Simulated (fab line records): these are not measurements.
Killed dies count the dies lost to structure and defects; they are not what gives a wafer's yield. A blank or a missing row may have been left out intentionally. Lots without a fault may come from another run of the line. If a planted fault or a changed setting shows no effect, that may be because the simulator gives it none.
fab line records	flow sky130
record lots=10	wafers=30	lastDay=50
route steps=708 shown VIA3@594 METAL4@598 PAD_OPEN@708
lots that met no fault: taken from a fault-free run of the same line
startH: hours from the record's first day to the start of the lot's first wafer shown	waitH: how many hours have passed since the lot's step before this one	" the same as in the row above	L1.1+2: several wafers, shown together as one row	- no value, or no start was given	* or withheld: withheld	< > ~ a bound
route shown NAME@n: NAME is a module with steps in the file, n the number in the route of the first one	usual: average and standard deviation across the fault-free wafers	same: alike in all rows	chamber/n: place in a boat	sites: each site's reading	_std_site: how widely they spread, as a standard deviation	_edge_site: inner sites' mean taken away from outer sites' mean	radiusMm: how far each site lies from the wafer's centre	mask NAME#n: copy n	behind: the tool/chamber that last shaped the wafer	hold: the reason the lot was held/the length of the hold in hours/how it ended	device: transistor that didn't switch, given as n, p or np	end of line: tests run on the same wafers once the route is complete	a step without rows: its recipe alone	killed: at the first sort, the dies lost to defects and structure; wafer yield is something else	map: per-die view of a wafer (x killed, . not killed, _ where there is no die)
set.NAME: setting as actually run; set.NAME@STEP: the setting as run at that earlier step	model.NAME: the simulator's own value behind a step, which no gauge read
a sample of lots followed through the steps of the route, with each step as a table and each wafer as a row
services: the hour from which a tool's chamber was out of use, counted from the record's first day as startH (under 0 if before that day), plus the number of hours and why
## steps
# step SKY_VIA3_CVD_21
# recipe material=W	targetThkNm=390	timeS=117.31	tempC=400	pressureTorr=40
# usual heaterPowerOuterW=565/44	heaterPowerW=914/61
lot.wafer	tool	chamber	startH	waitH	heaterPowerOuterW	heaterPowerW
L177.1	cvdW-01	1	931.22	0.0	603	967
L177.5	"	0	"	"	572	939
L177.6	"	1	"	"	599	949
L178.4	cvdW-02	0	942.11	0.1	492	827
L178.5	"	1	"	"	587	940
L178.6	"	0	"	"	490	799
L181.3	cvdW-02	1	962.65	0.1	580	944
L181.4	"	0	"	"	506	783
L181.5	"	1	"	"	594	931
L183.1	cvdW-01	0	969.29	0.0	592	925
L183.3	"	1	"	"	595	965
L183.5	"	1	"	"	592	969
L187.1	cvdW-01	0	997.48	0.0	594	943
L187.3	"	1	"	"	603	955
L187.6	"	0	"	"	578	946
L189.1	cvdW-02	1	1016.22	0.0	581	959
L189.3	"	1	"	"	602	934
L189.4	"	0	"	"	522	813
L190.1	cvdW-01	0	1018.37	0.0	589	953
L190.3	"	0	"	"	598	943
L190.6	"	1	"	"	579	935
L191.1	cvdW-02	0	1028.15	0.0	487	813
L191.3	"	1	"	"	587	925
L191.4	"	0	"	"	492	839
L195.1	cvdW-01	1	1055.98	0.0	584	964
L195.3	"	0	"	"	580	944
L195.5	"	1	"	"	601	966
L199.3	cvdW-02	1	1076.02	0.1	602	940
L199.4	"	0	"	"	500	833
L199.5	"	0	"	"	500	822
# step SKY_VIA3_CMP_24
# recipe stopOn=SiO2	tOverpolishS=20	downForcePsi=3.5	platenRpm=60	targetThkNm=0	padVelocityMS=0.94248
# usual headPressurePsi=3.500/0.0079	motorCurrentA=11.3/1.4	overpolishRunS=20.001/0.0099	timeToEndpointS=91.7/2.8
# same tOverpolishS=20
lot.wafer	tool	chamber	startH	waitH	headPressurePsi	motorCurrentA	overpolishRunS	timeToEndpointS
L177.1	cmp-01	3	931.62	0.1	3.500	13.3	20.004	98.0
L177.5	"	1	"	"	3.489	12.1	20.009	89.2
L177.6	"	2	"	"	3.496	11.5	20.006	91.4
L178.4	cmp-02	3	942.42	0.1	3.498	9.8	20.001	93.5
L178.6	"	2	"	"	3.489	9.4	20.009	94.1
L178.5	"	3	"	"	3.502	10.2	20.010	93.3
L181.3	cmp-02	2	962.91	0.0	3.494	8.7	20.004	91.2
L181.4	"	1	"	"	3.495	9.6	19.989	90.4
L181.5	"	2	"	"	3.500	8.8	19.992	89.3
L183.3	cmp-01	1	969.81	0.2	3.501	12.0	19.981	94.6
L183.1	"	3	"	"	3.498	13.2	19.989	95.1
L183.5	"	0	"	"	3.497	11.6	19.999	98.4
L187.3	cmp-02	1	997.84	0.1	3.498	9.7	19.971	92.3
L187.1	"	2	"	"	3.492	9.7	20.000	92.4
L187.6	"	1	"	"	3.495	9.7	19.988	90.3
L189.1	cmp-01	1	1016.52	0.1	3.508	11.9	20.006	89.4
L189.4	"	2	"	"	3.487	11.3	20.016	93.3
L189.3	"	0	"	"	3.504	11.9	20.006	93.0
L190.1	cmp-02	3	1018.67	0.1	3.494	9.8	20.027	93.0
L190.3	"	0	"	"	3.499	12.6	20.005	91.8
L190.6	"	3	"	"	3.504	9.4	19.995	92.7
L191.3	cmp-01	0	1028.45	0.0	3.494	11.6	20.001	92.8
L191.4	"	1	"	"	3.496	12.2	20.001	88.8
L191.1	"	2	"	"	3.509	11.1	19.996	94.2
L195.3	cmp-01	3	1056.39	0.1	3.499	13.0	20.010	89.5
L195.1	"	0	"	"	3.514	11.5	20.005	89.4
L195.5	"	2	"	"	3.509	11.2	20.001	94.2
L199.3	cmp-02	0	1076.29	0.0	3.493	12.2	19.998	84.3
L199.4	"	3	"	"	3.509	10.4	19.996	87.7
L199.5	"	0	"	"	3.507	13.3	20.007	85.8
# step SKY_METAL4_SPUTTER_00
# recipe material=Ti	targetThkNm=15	powerW=3000	timeS=10	chamberPressurePa=0.4
# usual chamberPressurePa=0.3998/0.00071	throttleValvePct=30.4/1.3
lot.wafer	tool	chamber	startH	waitH	chamberPressurePa	throttleValvePct
L177.1	pvdSputter-03	-	931.82	0.1	0.3990	28.4
L177.5	"	-	"	"	0.3995	29.5
L177.6	"	-	"	"	0.4000	32.8
L178.4	pvdSputter-04	-	942.67	0.2	0.4002	28.2
L178.5	"	-	"	"	0.3988	28.1
L178.6	"	-	"	"	0.4001	31.6
L181.3	pvdSputter-02	-	963.21	0.2	0.3998	31.0
L181.4	"	-	"	"	0.3988	29.7
L181.5	"	-	"	"	0.4003	30.0
L183.1	pvdSputter-02	-	970.06	0.1	0.4001	29.9
L183.3	"	-	"	"	0.3996	30.0
L183.5	"	-	"	"	0.4000	29.9
L187.1	pvdSputter-02	-	998.09	0.1	0.4002	31.2
L187.3	"	-	"	"	0.3994	30.4
L187.6	"	-	"	"	0.3992	29.7
L189.1	pvdSputter-03	-	1016.82	0.2	0.4003	29.6
L189.3	"	-	"	"	0.3997	32.4
L189.4	"	-	"	"	0.4017	28.5
L190.1	pvdSputter-02	-	1018.97	0.2	0.4001	29.8
L190.3	"	-	"	"	0.3986	30.9
L190.6	"	-	"	"	0.4002	29.8
L191.1	pvdSputter-02	-	1028.75	0.1	0.3995	30.0
L191.3	"	-	"	"	0.3993	29.8
L191.4	"	-	"	"	0.4008	31.1
L195.1	pvdSputter-02	-	1056.59	0.1	0.3999	29.7
L195.3	"	-	"	"	0.3993	30.9
L195.5	"	-	"	"	0.4012	30.1
L199.3	pvdSputter-03	-	1076.59	0.2	0.3999	28.6
L199.4	"	-	"	"	0.4000	29.7
L199.5	"	-	"	"	0.3997	32.3
# step SKY_METAL4_METAL_ETCH_18
# recipe targetDepthA=8450	stopOn=SiO2	overEtchFrac=0.3	timeS=183.1	chemistry=Cl2/BCl3	resistSidewallDeg=88	pressureMtorr=10	icpW=900	biasW=48.5	Cl2_flow_sccm=60	bcl3FlowSccm=30
# usual biasW=48.49/0.13	drypumpMotorCurrentA=5.5/0.52	mfcCl2Sccm=60.03/0.18	oesProductAu=0.868/0.0069	throttleValvePct=22.265/0.01
# same overEtchFrac=0.3
lot.wafer	tool	chamber	startH	waitH	biasW	drypumpMotorCurrentA	mfcCl2Sccm	oesProductAu	rfHoursCounterH	throttleValvePct
L177.1	rieMetal-02	0	980.44	0.0	48.35	5.0	59.84	0.872	14	22.262
L177.5	"	1	"	"	48.66	6.1	60.36	0.855	-	22.257
L177.6	"	0	"	"	48.23	5.0	59.89	0.869	-	22.257
L178.4	rieMetal-03	0	991.76	0.1	48.58	5.7	59.73	0.870	-	22.272
L178.5	"	0	"	"	48.54	5.6	59.99	0.874	-	22.280
L178.6	"	1	"	"	48.26	4.7	60.04	0.877	-	22.265
L181.3	rieMetal-03	1	1011.85	0.1	48.34	4.7	60.17	0.867	-	22.277
L181.4	"	0	"	"	48.75	5.6	59.82	0.856	-	22.259
L181.5	"	0	"	"	48.63	5.6	59.96	0.867	-	22.269
L183.1	rieMetal-03	1	1018.49	0.0	48.53	4.7	59.84	0.861	13	22.266
L183.3	"	0	"	"	48.59	5.6	60.17	0.871	-	22.271
L183.5	"	1	"	"	48.39	4.7	59.52	0.865	-	22.276
L187.1	rieMetal-02	0	1044.49	0.0	48.42	5.0	60.15	0.877	18	22.257
L187.3	"	1	"	"	48.61	6.1	60.06	0.869	-	22.248
L187.6	"	1	"	"	48.41	6.1	60.09	0.866	-	22.274
L189.1	rieMetal-02	1	1061.90	0.0	48.36	6.1	60.04	0.864	17	22.272
L189.3	"	1	"	"	48.22	6.1	60.11	0.858	-	22.267
L189.4	"	0	"	"	48.49	5.0	60.48	0.860	-	22.273
L190.1	rieMetal-02	1	1064.35	0.0	48.69	6.1	59.88	0.872	17	22.262
L190.3	"	0	"	"	48.66	5.0	60.22	0.871	-	22.256
L190.6	"	0	"	"	48.55	5.0	60.27	0.877	-	22.252
L191.1	rieMetal-02	1	1074.14	0.0	48.50	6.1	60.01	0.873	18	22.256
L191.3	"	1	"	"	48.42	6.1	59.67	0.859	-	22.279
L191.4	"	0	"	"	53.13	5.0	60.25	0.854	-	22.278
L195.1	rieMetal-02	0	1099.12	0.0	53.08	5.0	59.97	0.865	22	22.275
L195.3	"	1	"	"	48.34	6.1	59.75	0.873	-	22.260
L195.5	"	1	"	"	48.48	6.1	59.80	0.870	-	22.260
L199.3	rieMetal-04	0	1118.16	0.1	48.24	5.9	59.94	0.859	-	22.251
L199.4	"	1	"	"	48.69	6.0	60.36	0.865	-	22.271
L199.5	"	0	"	"	48.39	5.8	60.08	0.868	-	22.280
# step SKY_METAL4_STRIP_19
# recipe chemistry=O2/N2	powerW=1400	pressureMtorr=1500	platenTempC=withheld	o2FlowSccm=3000	n2FlowSccm=300	overashFraction=0.5
# usual drypumpMotorCurrentA=5.8/0.38	oesProductAu=0.500/0.0055	stripTimeToEndpointS=6.48/0.072
lot.wafer	tool	chamber	startH	waitH	drypumpMotorCurrentA	oesProductAu	rfHoursCounterH	stripTimeToEndpointS
L177.1	plasmaAsher-03	1	980.62	0.1	5.3	0.505	82	6.48
L177.5	"	0	"	"	6.2	0.502	-	6.61
L177.6	"	1	"	"	5.3	0.498	-	6.51
L178.4	plasmaAsher-02	1	991.91	0.1	5.6	0.504	-	6.45
L178.5	"	0	"	"	6.3	0.503	-	6.49
L178.6	"	1	"	"	5.6	0.506	-	6.54
L181.3	plasmaAsher-04	1	1012.00	0.1	5.3	0.507	-	6.55
L181.4	"	0	"	"	6.0	0.501	-	6.47
L181.5	"	1	"	"	5.4	0.508	-	6.51
L183.1	plasmaAsher-03	0	1018.67	0.1	6.2	0.504	86	6.49
L183.3	"	0	"	"	6.2	0.505	-	6.51
L183.5	"	1	"	"	5.4	0.510	-	6.54
L187.1	plasmaAsher-03	0	1044.67	0.1	6.2	0.497	89	6.43
L187.3	"	1	"	"	5.3	0.495	-	6.50
L187.6	"	0	"	"	6.2	0.486	-	6.46
L189.1	plasmaAsher-03	1	1062.08	0.1	5.3	0.501	91	6.55
L189.3	"	0	"	"	6.2	0.511	-	6.58
L189.4	"	1	"	"	5.3	0.498	-	6.44
L190.1	plasmaAsher-02	0	1064.53	0.1	6.2	0.496	0	6.38
L190.3	"	0	"	"	6.2	0.498	-	6.34
L190.6	"	0	"	"	6.2	0.505	-	6.41
L191.1	plasmaAsher-03	1	1074.32	0.1	5.4	0.491	92	6.39
L191.3	"	1	"	"	5.3	0.492	-	6.35
L191.4	"	0	"	"	6.3	0.487	-	6.15
L195.1	plasmaAsher-02	1	1099.29	0.1	5.6	0.492	4	6.22
L195.3	"	0	"	"	6.2	0.497	-	6.45
L195.5	"	0	"	"	6.2	0.500	-	6.47
L199.3	plasmaAsher-02	0	1118.31	0.1	6.2	0.499	-	6.60
L199.4	"	1	"	"	5.6	0.495	-	6.50
L199.5	"	0	"	"	6.2	0.502	-	6.55
# step SKY_PAD_OPEN_PROBE_99
# usual defectLimitedYield=82.6/1.8	killed_at_M0_to_M3=44/6.3	killed_at_M4_up=2.8/1.7	killedAtContacts=25/5.8	killedAtFrontEnd=14/4.4	killedAtOther=0.3/0.49	killedDies=86/8.7	killedOpen=48/5.8	killedShort=38/6	sort_bin_3_pad_short=0.8/0.39	sort_bin_5_function=10.4/1.4	sort_bin_6_memory=6.2/1.1	sort_bin_8_speed=0.00/0.017	sortNPass=406/8.7	sortYieldPct=82.6/1.8
# same grossDies=492	killedAtBackSide=0	sort_bin_4_leakage[%]=0
lot.wafer	tool	chamber	startH	waitH	defectLimitedYield[%]	killed_at_M0_to_M3	killed_at_M4_up	killedAtContacts	killedAtFrontEnd	killedAtOther	killedDies	killedOpen	killedShort	sort_bin_3_pad_short[%]	sort_bin_5_function[%]	sort_bin_6_memory[%]	sort_bin_8_speed[%]	sortNPass	sortYieldPct[%]
L177.1	prober-02	-	1076.75	0.1	81.7	46	3	23	18	0	90	51	39	0.6	12.6	5.1	0	402	81.7
L177.5	prober-02	-	1076.95	0.2	84.1	42	2	24	10	0	78	43	35	0.8	11.2	3.9	0	414	84.1
L177.6	prober-02	-	1077.00	0.2	77.6	54	6	24	26	0	110	60	50	0.8	12.8	8.7	0	382	77.6
L178.4	prober-02	-	1086.49	0.2	80.7	47	3	32	13	0	95	53	42	0.6	12.0	6.7	0	397	80.7
L178.5	prober-02	-	1086.54	0.2	83.5	41	0	24	16	0	81	44	37	0.8	8.9	6.7	0	411	83.5
L178.6	prober-02	-	1086.59	0.2	80.9	50	3	23	17	1	94	51	43	0.8	10.6	7.7	0	398	80.9
L181.3	prober-02	-	1102.60	0.2	83.3	48	0	19	15	0	82	48	34	0.6	10.4	5.7	0	410	83.3
L181.4	prober-02	-	1102.65	0.2	79.7	59	3	27	10	1	100	62	38	1.2	12.4	6.7	0	392	79.7
L181.5	prober-02	-	1102.70	0.2	83.9	39	2	23	15	0	79	38	41	1.2	9.3	5.5	0.20	412	83.7
L183.1	prober-02	-	1109.83	0.1	80.9	47	4	19	23	1	94	44	50	0.6	11.6	6.9	0	398	80.9
L183.3	prober-02	-	1109.93	0.2	82.5	33	4	30	18	1	86	49	37	1.0	11.4	5.1	0	406	82.5
L183.5	prober-02	-	1110.03	0.2	85.2	45	1	17	10	0	73	44	29	0.6	8.3	5.9	0	419	85.2
L187.1	prober-02	-	1132.06	0.1	83.5	42	3	23	12	1	81	43	38	0.8	10.8	4.9	0	411	83.5
L187.3	prober-02	-	1132.16	0.2	81.5	49	3	24	14	1	91	52	39	0.6	12.0	5.9	0	401	81.5
L187.6	prober-02	-	1132.31	0.2	84.1	38	2	22	16	0	78	42	36	0.8	8.3	6.7	0	414	84.1
L189.1	prober-02	-	1146.76	0.1	80.9	38	1	39	16	0	94	52	42	0.6	12.4	6.1	0	398	80.9
L189.3	prober-02	-	1146.86	0.2	84.6	39	2	25	10	0	76	41	35	0.6	9.6	5.3	0	416	84.6
L189.4	prober-02	-	1146.91	0.2	84.6	44	1	20	11	0	76	35	41	0.2	10.0	5.3	0	416	84.6
L190.1	prober-01	-	1147.91	0.1	86.0	33	3	23	9	1	69	37	32	0.8	8.9	4.3	0	423	86.0
L190.3	prober-01	-	1148.01	0.2	81.3	48	3	24	17	0	92	55	37	0.6	11.4	6.7	0	400	81.3
L190.6	prober-01	-	1148.16	0.2	83.1	45	2	26	10	0	83	47	36	0.2	11.6	5.1	0	409	83.1
L191.1	prober-02	-	1159.03	0.1	84.6	41	1	16	17	1	76	43	33	1.0	7.7	6.7	0	416	84.6
L191.3	prober-02	-	1159.13	0.2	85.0	36	3	20	15	0	74	43	31	0.4	8.7	5.9	0	418	85.0
L191.4	prober-02	-	1159.18	0.2	81.3	41	2	29	20	0	92	50	42	1.2	12.0	5.5	0	400	81.3
L195.1	prober-01	-	1181.38	0.1	81.7	44	2	21	23	0	90	54	36	0.8	9.6	7.9	0	402	81.7
L195.3	prober-01	-	1181.48	0.2	84.8	38	4	26	7	0	75	43	32	1.4	10.0	3.9	0	417	84.8
L195.5	prober-01	-	1181.58	0.2	82.1	42	5	29	12	0	88	52	36	0.6	10.6	6.7	0	404	82.1
L199.3	prober-01	-	1195.25	0.2	85.4	40	2	21	9	0	72	39	33	1.2	9.3	4.1	0	420	85.4
L199.4	prober-01	-	1195.30	0.2	83.3	43	5	19	15	0	82	45	37	0.6	8.9	7.1	0	410	83.3
L199.5	prober-01	-	1195.35	0.2	82.9	34	3	29	18	0	84	48	36	0.2	11.0	5.9	0	408	82.9
# killed by level:class
L177.1 CONTACT:geometricParticle:open=10 VIA1:geometricParticle:open=10 METAL2:geometricParticle:short=9 METAL1:geometricParticle:short=8 POLY_GATE:geometricParticle:open=7 VIA1:geometricParticle:short=5 CONTACT:geometricParticle:short=4 LI_CONTACT:geometricParticle:open=4
L177.5 CONTACT:geometricParticle:open=10 METAL2:geometricParticle:short=8 VIA1:geometricParticle:open=7 VIA2:geometricParticle:open=7 LOCAL_INTERCONNECT:geometricParticle:short=6 VIA3:geometricParticle:open=6 POLY_GATE:geometricParticle:short=5 LI_CONTACT:geometricParticle:open=5
L177.6 FIELD_ISO:geometricParticle:open=10 VIA1:geometricParticle:short=10 VIA3:geometricParticle:open=9 CONTACT:geometricParticle:open=8 VIA1:geometricParticle:open=8 METAL2:geometricParticle:short=7 VIA2:geometricParticle:open=6 CONTACT:geometricParticle:short=6
L178.4 CONTACT:geometricParticle:open=14 VIA1:geometricParticle:open=12 METAL1:geometricParticle:short=10 VIA1:geometricParticle:short=7 LI_CONTACT:geometricParticle:open=7 CONTACT:geometricParticle:short=6 POLY_GATE:geometricParticle:short=5 VIA2:geometricParticle:open=4
L178.5 VIA1:geometricParticle:open=13 LI_CONTACT:geometricParticle:open=9 VIA1:geometricParticle:short=8 VIA3:geometricParticle:open=6 POLY_GATE:geometricParticle:short=5 CONTACT:geometricParticle:open=5 POLY_GATE:geometricParticle:open=4 LOCAL_INTERCONNECT:geometricParticle:short=4
L178.6 CONTACT:geometricParticle:open=11 VIA1:geometricParticle:open=8 FIELD_ISO:geometricParticle:short=7 METAL1:geometricParticle:short=7 VIA3:geometricParticle:open=6 VIA1:geometricParticle:short=6 VIA2:geometricParticle:open=6 LI_CONTACT:geometricParticle:open=5
L181.3 VIA1:geometricParticle:open=11 CONTACT:geometricParticle:open=8 VIA2:geometricParticle:open=7 VIA3:geometricParticle:open=7 VIA1:geometricParticle:short=6 METAL2:geometricParticle:short=5 POLY_GATE:geometricParticle:short=5 LI_CONTACT:geometricParticle:open=5
L181.4 VIA1:geometricParticle:open=20 LI_CONTACT:geometricParticle:open=9 CONTACT:geometricParticle:open=9 METAL1:geometricParticle:short=9 VIA3:geometricParticle:open=8 VIA2:geometricParticle:open=7 POLY_GATE:geometricParticle:short=5 CONTACT:geometricParticle:short=5
L181.5 VIA1:geometricParticle:short=8 CONTACT:geometricParticle:open=8 CONTACT:geometricParticle:short=6 METAL3:geometricParticle:short=6 LI_CONTACT:geometricParticle:open=5 VIA1:geometricParticle:open=5 VIA2:geometricParticle:open=5 VIA3:geometricParticle:open=5
L183.1 METAL2:geometricParticle:short=12 VIA1:geometricParticle:open=9 FIELD_ISO:geometricParticle:short=8 FIELD_ISO:geometricParticle:open=7 VIA3:geometricParticle:open=6 LI_CONTACT:geometricParticle:open=5 CONTACT:geometricParticle:short=5 VIA1:geometricParticle:short=5
L183.3 LI_CONTACT:geometricParticle:open=11 VIA3:geometricParticle:open=9 CONTACT:geometricParticle:open=8 VIA1:geometricParticle:open=7 POLY_GATE:geometricParticle:short=5 CONTACT:geometricParticle:short=5 METAL1:geometricParticle:short=5 FIELD_ISO:geometricParticle:open=4
L183.5 VIA1:geometricParticle:open=10 VIA1:geometricParticle:short=9 VIA2:geometricParticle:open=6 LI_CONTACT:geometricParticle:open=5 METAL2:geometricParticle:short=5 CONTACT:geometricParticle:open=4 POLY_GATE:geometricParticle:open=3 LOCAL_INTERCONNECT:geometricParticle:short=3
L187.1 VIA1:geometricParticle:open=15 CONTACT:geometricParticle:open=7 METAL2:geometricParticle:short=6 VIA2:geometricParticle:open=6 LI_CONTACT:geometricParticle:open=5 LOCAL_INTERCONNECT:geometricParticle:short=5 VIA1:geometricParticle:short=5 LI_CONTACT:geometricParticle:short=4
L187.3 VIA1:geometricParticle:open=12 CONTACT:geometricParticle:open=11 VIA1:geometricParticle:short=7 LI_CONTACT:geometricParticle:open=6 METAL3:geometricParticle:short=6 METAL2:geometricParticle:short=6 POLY_GATE:geometricParticle:open=4 VIA3:geometricParticle:open=4
L187.6 CONTACT:geometricParticle:open=9 VIA2:geometricParticle:open=7 VIA1:geometricParticle:open=6 METAL2:geometricParticle:short=6 POLY_GATE:geometricParticle:short=5 LI_CONTACT:geometricParticle:open=5 VIA1:geometricParticle:short=5 METAL1:geometricParticle:short=4
L189.1 LI_CONTACT:geometricParticle:open=13 CONTACT:geometricParticle:open=13 METAL1:geometricParticle:short=10 CONTACT:geometricParticle:short=8 FIELD_ISO:geometricParticle:open=6 VIA1:geometricParticle:open=6 VIA1:geometricParticle:short=5 POLY_GATE:geometricParticle:short=4
L189.3 VIA1:geometricParticle:open=11 CONTACT:geometricParticle:open=8 LI_CONTACT:geometricParticle:open=8 METAL2:geometricParticle:short=7 VIA2:geometricParticle:open=6 FIELD_ISO:geometricParticle:short=5 VIA3:geometricParticle:open=5 LOCAL_INTERCONNECT:geometricParticle:short=4
L189.4 VIA1:geometricParticle:open=9 METAL2:geometricParticle:short=8 CONTACT:geometricParticle:open=7 CONTACT:geometricParticle:short=5 VIA2:geometricParticle:open=5 LI_CONTACT:geometricParticle:open=4 METAL1:geometricParticle:short=4 VIA1:geometricParticle:short=4
L190.1 VIA1:geometricParticle:open=10 LI_CONTACT:geometricParticle:open=6 CONTACT:geometricParticle:open=6 METAL2:geometricParticle:short=6 LOCAL_INTERCONNECT:geometricParticle:short=5 FIELD_ISO:geometricParticle:short=4 VIA3:geometricParticle:open=4 LI_CONTACT:geometricParticle:short=3
L190.3 VIA1:geometricParticle:open=11 CONTACT:geometricParticle:open=10 LI_CONTACT:geometricParticle:open=9 VIA3:geometricParticle:short=8 METAL1:geometricParticle:short=8 VIA2:geometricParticle:open=8 POLY_GATE:geometricParticle:short=6 POLY_GATE:geometricParticle:open=4
L190.6 CONTACT:geometricParticle:open=13 VIA1:geometricParticle:open=9 LI_CONTACT:geometricParticle:open=8 METAL2:geometricParticle:short=7 VIA2:geometricParticle:open=6 VIA1:geometricParticle:short=6 METAL3:geometricParticle:short=5 POLY_GATE:geometricParticle:short=4
L191.1 VIA1:geometricParticle:open=9 FIELD_ISO:geometricParticle:open=5 CONTACT:geometricParticle:short=5 VIA2:geometricParticle:open=5 LI_CONTACT:geometricParticle:open=4 CONTACT:geometricParticle:open=4 METAL1:geometricParticle:short=4 VIA1:geometricParticle:short=4
L191.3 LI_CONTACT:geometricParticle:open=8 METAL1:geometricParticle:short=7 CONTACT:geometricParticle:open=7 VIA1:geometricParticle:open=7 FIELD_ISO:geometricParticle:open=6 VIA3:geometricParticle:open=5 FIELD_ISO:geometricParticle:short=4 VIA2:geometricParticle:open=4
L191.4 CONTACT:geometricParticle:open=16 VIA1:geometricParticle:open=11 POLY_GATE:geometricParticle:short=7 METAL1:geometricParticle:short=7 METAL2:geometricParticle:short=6 VIA3:geometricParticle:open=6 LI_CONTACT:geometricParticle:open=5 FIELD_ISO:geometricParticle:short=4
L195.1 CONTACT:geometricParticle:open=9 VIA2:geometricParticle:open=9 FIELD_ISO:geometricParticle:open=8 VIA1:geometricParticle:open=8 METAL1:geometricParticle:short=6 POLY_GATE:geometricParticle:open=5 LI_CONTACT:geometricParticle:open=5 VIA3:geometricParticle:open=4
L195.3 CONTACT:geometricParticle:open=10 VIA2:geometricParticle:open=9 LI_CONTACT:geometricParticle:open=8 VIA3:geometricParticle:open=8 CONTACT:geometricParticle:short=6 METAL1:geometricParticle:short=5 METAL4:geometricParticle:short=4 VIA1:geometricParticle:open=3
L195.5 CONTACT:geometricParticle:open=11 LI_CONTACT:geometricParticle:open=9 VIA1:geometricParticle:open=8 VIA1:geometricParticle:short=7 CONTACT:geometricParticle:short=6 VIA3:geometricParticle:open=6 VIA2:geometricParticle:open=6 METAL1:geometricParticle:short=5
L199.3 VIA1:geometricParticle:open=11 LI_CONTACT:geometricParticle:open=8 CONTACT:geometricParticle:open=7 VIA3:geometricParticle:open=6 POLY_GATE:geometricParticle:short=5 METAL1:geometricParticle:short=5 METAL2:geometricParticle:short=5 VIA2:geometricParticle:open=4
L199.4 VIA1:geometricParticle:open=15 CONTACT:geometricParticle:short=6 VIA3:geometricParticle:open=6 POLY_GATE:geometricParticle:open=5 VIA1:geometricParticle:short=5 LI_CONTACT:geometricParticle:open=4 VIA2:geometricParticle:open=4 VIA3:geometricParticle:short=4
L199.5 CONTACT:geometricParticle:open=9 LI_CONTACT:geometricParticle:open=8 VIA1:geometricParticle:open=7 VIA3:geometricParticle:open=7 FIELD_ISO:geometricParticle:open=5 LOCAL_INTERCONNECT:geometricParticle:short=5 CONTACT:geometricParticle:short=5 VIA2:geometricParticle:open=5
## services
tool	chamber	startH	hours	kind
cmp-01	-	912.28	4.0	pm
cmp-01	-	916.28	-	consumableReplace:conditioner
cmp-01	-	916.28	-	consumableReplace:pad
cmp-01	-	917.64	2.4	repair
cmp-01	-	920.45	1.3	repair
cmp-01	-	932.30	0.8	repair
cmp-01	-	949.94	2.2	repair
pvdSputter-02	2	970.21	-	consumableReplace:kit
pvdSputter-02	2	970.21	18.0	scheduledDown
pvdSputter-02	2	970.21	18.0	ventCycle
plasmaAsher-03	-	974.12	0.9	repair
plasmaAsher-03	-	987.52	0.7	repair
cvdW-01	0	1002.91	1.6	repair
cmp-02	-	1039.62	4.8	pm
cmp-01	-	1041.08	0.5	repair
cvdW-01	-	1045.97	6.0	pm
plasmaAsher-02	-	1055.25	9.0	pm
cmp-01	-	1064.50	8.5	pm
cvdW-01	1	1083.79	5.3	repair
cmp-02	-	1084.00	4.0	pm
cmp-01	-	1096.29	3.4	repair
cmp-02	-	1097.45	2.8	repair
pvdSputter-04	-	1105.32	18.1	repair
rieMetal-03	1	1117.64	15.2	repair
## key
firstSign step=SKY_METAL4_METAL_ETCH_18	reading=biasW	direction=up	sigmas=36	usual=48.49	struck=53.10
effect step=SKY_METAL4_STRIP_19	reading=stripTimeToEndpointS	direction=down	sigmas=4.2	usual=*	struck=*
metAt SKY_METAL4_METAL_ETCH_18
struckLots L191,L195
struckWafers L191.4,L195.1
notActingAt SKY_VIA3_CVD_21,SKY_VIA3_CMP_24,SKY_METAL4_SPUTTER_00
onsetBetween 1064.35 1074.14
fault kind=processParameterDrift	tool=rieMetal-02	chamber=0	onsetH=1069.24	steps=SKY_METAL4_METAL_ETCH_18	channel=biasW	offset=4.7456	shape=step	endH=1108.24	actsIn=theseRecipesOnly	stated=48.5
